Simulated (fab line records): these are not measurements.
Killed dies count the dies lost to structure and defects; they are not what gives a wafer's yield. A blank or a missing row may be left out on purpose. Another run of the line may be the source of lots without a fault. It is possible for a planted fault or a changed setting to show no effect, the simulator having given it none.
What tool caused it? | flow sky130 | 33 wafers from 11 lots sampled at 5 of the route's 708 steps

## WHAT EACH GAUGE READ, for each wafer
SKY_PASSIVATION_THK_MEAS_03.
lot  | measured     | on            | PASSIVATION_CVD_02_THK (nm)
L804 | day 44 03:01 | film-metro-01 | 525 524 530
L805 | day 44 08:01 | film-metro-03 | 537 538 539
L806 | day 44 11:15 | film-metro-04 | 531 543 544
L810 | day 45 21:28 | film-metro-03 | 534 542 538
L809 | day 45 21:42 | film-metro-04 | 530 537 546
L815 | day 47 11:31 | film-metro-04 | 535 533 537
L816 | day 47 14:16 | film-metro-04 | 530 531 538
L818 | day 47 17:14 | film-metro-03 | 528 534 545
L819 | day 47 21:19 | film-metro-04 | 537 537 551
L821 | day 48 21:14 | film-metro-01 | 529 540 544
L823 | day 49 01:47 | film-metro-03 | 527 542 538

SKY_PAD_OPEN_BOW_MEAS_13.
lot  | measured     | on            | PAD_OPEN_BOW (um)
L804 | day 46 00:41 | film-metro-03 | 48 37 37
L805 | day 46 04:01 | film-metro-03 | 55 31 43
L806 | day 46 06:42 | film-metro-01 | 43 51 25
L810 | day 47 16:05 | film-metro-03 | 44 48 43
L809 | day 47 16:23 | film-metro-03 | 29 37 14
L815 | day 49 03:14 | film-metro-01 | 61 55 53
L816 | day 49 06:20 | film-metro-03 | 40 31 38
L818 | day 49 09:33 | film-metro-02 | 27 26 29
L819 | day 49 13:23 | film-metro-01 | 53 43 57
L821 | day 50 09:13 | film-metro-02 | 47 43 49
L823 | day 50 12:38 | film-metro-02 | 35 39 43

## EACH LOT AND THE TOOL THAT RAN IT (in order: tool; ch and the chambers of the sampled wafers; start)
lot  | SKY_PASSIVATION_ETCH_11            | SKY_PAD_OPEN_COAT_02              | SKY_PAD_OPEN_STRIP_08
L804 | rie-diel-01 ch 0,1,3, day 45 00:37 | litho-track-02 ch 0, day 45 11:39 | plasma-asher-01 ch 0,1, day 45 22:34
L805 | rie-diel-03 ch 2,3, day 45 06:13   | litho-track-02 ch 0, day 45 16:42 | plasma-asher-03 ch 0,1, day 46 01:55
L806 | rie-diel-01 ch 0,1,2, day 45 08:48 | litho-track-02 ch 0, day 45 18:36 | plasma-asher-03 ch 0,1, day 46 04:37
L810 | rie-diel-03 ch 1,2,3, day 46 17:12 | litho-track-02 ch 0, day 47 01:56 | plasma-asher-01 ch 0,1, day 47 13:34
L809 | rie-diel-02 ch 1,2, day 46 18:15   | litho-track-02 ch 0, day 47 02:56 | plasma-asher-01 ch 0,1, day 47 14:07
L815 | rie-diel-02 ch 0,1,3, day 48 06:33 | litho-track-04 ch 0, day 48 15:48 | plasma-asher-04 ch 0,1, day 49 01:07
L816 | rie-diel-03 ch 0,2,3, day 48 09:16 | litho-track-03 ch 0, day 48 17:52 | plasma-asher-04 ch 0,1, day 49 04:13
L818 | rie-diel-02 ch 0,2, day 48 12:48   | litho-track-03 ch 0, day 48 21:01 | plasma-asher-03 ch 0,1, day 49 07:28
L819 | rie-diel-01 ch 0,1, day 48 16:42   | litho-track-04 ch 0, day 49 01:42 | plasma-asher-04 ch 0,1, day 49 11:16
L821 | rie-diel-01 ch 1,2,3, day 49 14:57 | litho-track-03 ch 0, day 49 22:46 | plasma-asher-04 ch 0,1, day 50 07:03
L823 | rie-diel-01 ch 0,2,3, day 49 17:45 | litho-track-04 ch 0, day 50 02:36 | plasma-asher-01 ch 0,1, day 50 10:32
- SKY_PASSIVATION_ETCH_11: etches the open film in CF4/O2, stops on AlCu, target depth 725 nm, time 161.1 s.
- SKY_PAD_OPEN_COAT_02: resist thk 3000 nm.
- SKY_PAD_OPEN_STRIP_08: strips in O2/N2.

## AS READ BY THE TOOLS THEMSELVES (means over the sampled wafers that have a number; for cases with no such wafer, the mark the record gives instead)
SKY_PASSIVATION_ETCH_11.
lot  | tool        | cf4-flow-sccm (sccm) | chamber-pressure-mTorr (mTorr) | drypump-motor-current-A (A) | oes-product-au (a.u.) | throttle-valve-pct (%)
L804 | rie-diel-01 | 79.96                | 150.01                         | 5.9                         | 0.969                 | 5.961
L805 | rie-diel-03 | 80.07                | 150.04                         | 5.4                         | 0.976                 | 5.965
L806 | rie-diel-01 | 79.93                | 149.95                         | 5.9                         | 0.977                 | 5.966
L810 | rie-diel-03 | 80.10                | 150.12                         | 5.5                         | 0.977                 | 5.971
L809 | rie-diel-02 | 80.17                | 149.92                         | 5.6                         | 0.982                 | 5.956
L815 | rie-diel-02 | 79.84                | 149.99                         | 5.7                         | 0.979                 | 5.960
L816 | rie-diel-03 | 79.70                | 149.91                         | 5.1                         | 0.970                 | 5.958
L818 | rie-diel-02 | 80.16                | 149.91                         | 5.4                         | 0.975                 | 5.962
L819 | rie-diel-01 | 80.07                | 149.93                         | 6.1                         | 0.977                 | 5.964
L821 | rie-diel-01 | 80.05                | 149.90                         | 5.7                         | 0.977                 | 5.967
L823 | rie-diel-01 | 79.85                | 149.88                         | 5.4                         | 0.978                 | 5.958

SKY_PAD_OPEN_COAT_02.
lot  | tool           | spin-speed-rpm (rpm)
L804 | litho-track-02 | 1999.9
L805 | litho-track-02 | 2001.0
L806 | litho-track-02 | 2000.3
L810 | litho-track-02 | 2087.1
L809 | litho-track-02 | 2086.2
L815 | litho-track-04 | 2000.1
L816 | litho-track-03 | 1999.2
L818 | litho-track-03 | 1998.8
L819 | litho-track-04 | 1998.4
L821 | litho-track-03 | 1999.7
L823 | litho-track-04 | 1999.7

SKY_PAD_OPEN_STRIP_08.
lot  | tool            | chamber-pressure-mTorr (mTorr) | drypump-motor-current-A (A) | oes-product-au (a.u.) | strip-time-to-endpoint-s (s)
L804 | plasma-asher-01 | 1499.3                         | 5.4                         | 0.663                 | 37.16
L805 | plasma-asher-03 | 1500.1                         | 6.0                         | 0.659                 | 36.86
L806 | plasma-asher-03 | 1499.8                         | 6.1                         | 0.661                 | 37.11
L810 | plasma-asher-01 | 1499.8                         | 5.1                         | 0.666                 | 36.29
L809 | plasma-asher-01 | 1500.0                         | 5.4                         | 0.669                 | 36.44
L815 | plasma-asher-04 | 1500.8                         | 6.2                         | 0.665                 | 37.03
L816 | plasma-asher-04 | 1499.7                         | 6.2                         | 0.661                 | 37.00
L818 | plasma-asher-03 | 1499.7                         | 6.1                         | 0.665                 | 37.02
L819 | plasma-asher-04 | 1500.1                         | 6.5                         | 0.662                 | 37.04
L821 | plasma-asher-04 | 1501.6                         | 6.5                         | 0.663                 | 37.13
L823 | plasma-asher-01 | 1499.9                         | 5.4                         | 0.665                 | 36.96

## THE ANSWER, worked out from the rows above alone
Rule: the lots themselves supply what counts as usual. Put in order of their means at a reading, lots are off if they are a third of the lots or fewer, leave a main group of 4 or more, and stand apart from it by a gap of 3 or more times the standard deviation of the main group's means; of several such gaps the widest counts. A main group is skipped when, at the precision printed for the reading in the tables above, its means are all equal. Also off: a lot with no number at a reading for which 4 or more lots have one. Any other lot the step has rows for is counted as sound. First the gauges in route order, then the tools' own readings, where a lot's mean is used as printed above. The first step at which some lot is off is used, and at that step the reading that is off furthest; a lot without a number counts as furthest.
Off, at SKY_PAD_OPEN_COAT_02 on spin-speed-rpm: L810, L809. The main group: mean 1999.7 rpm, standard deviation 0.75.
A tool fits if, at that step or a process step before it, it ran every lot that is off, and no sound lot after the first of them. One candidate fits, namely litho-track-02 at SKY_PAD_OPEN_COAT_02. A fault onset in the window from L806 (day 45 18:36, its last sound lot) to L810 (day 47 01:56, its first lot off) fits.
On the lots that are off, the tool's own readings at SKY_PAD_OPEN_COAT_02 differ by more than 5 times the standard deviation of the sound lots' means, which bears it out; spin-speed-rpm reads 2086.6 rpm there versus 1999.7 rpm on the sound lots.

## WHAT WAS PUT IN BY THE SIMULATOR
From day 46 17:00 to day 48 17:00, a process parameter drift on litho-track-02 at SKY_PAD_OPEN_COAT_02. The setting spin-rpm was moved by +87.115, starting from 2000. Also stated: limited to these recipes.
Lots struck among those shown: L810, L809. The rule given above showed the same thing.
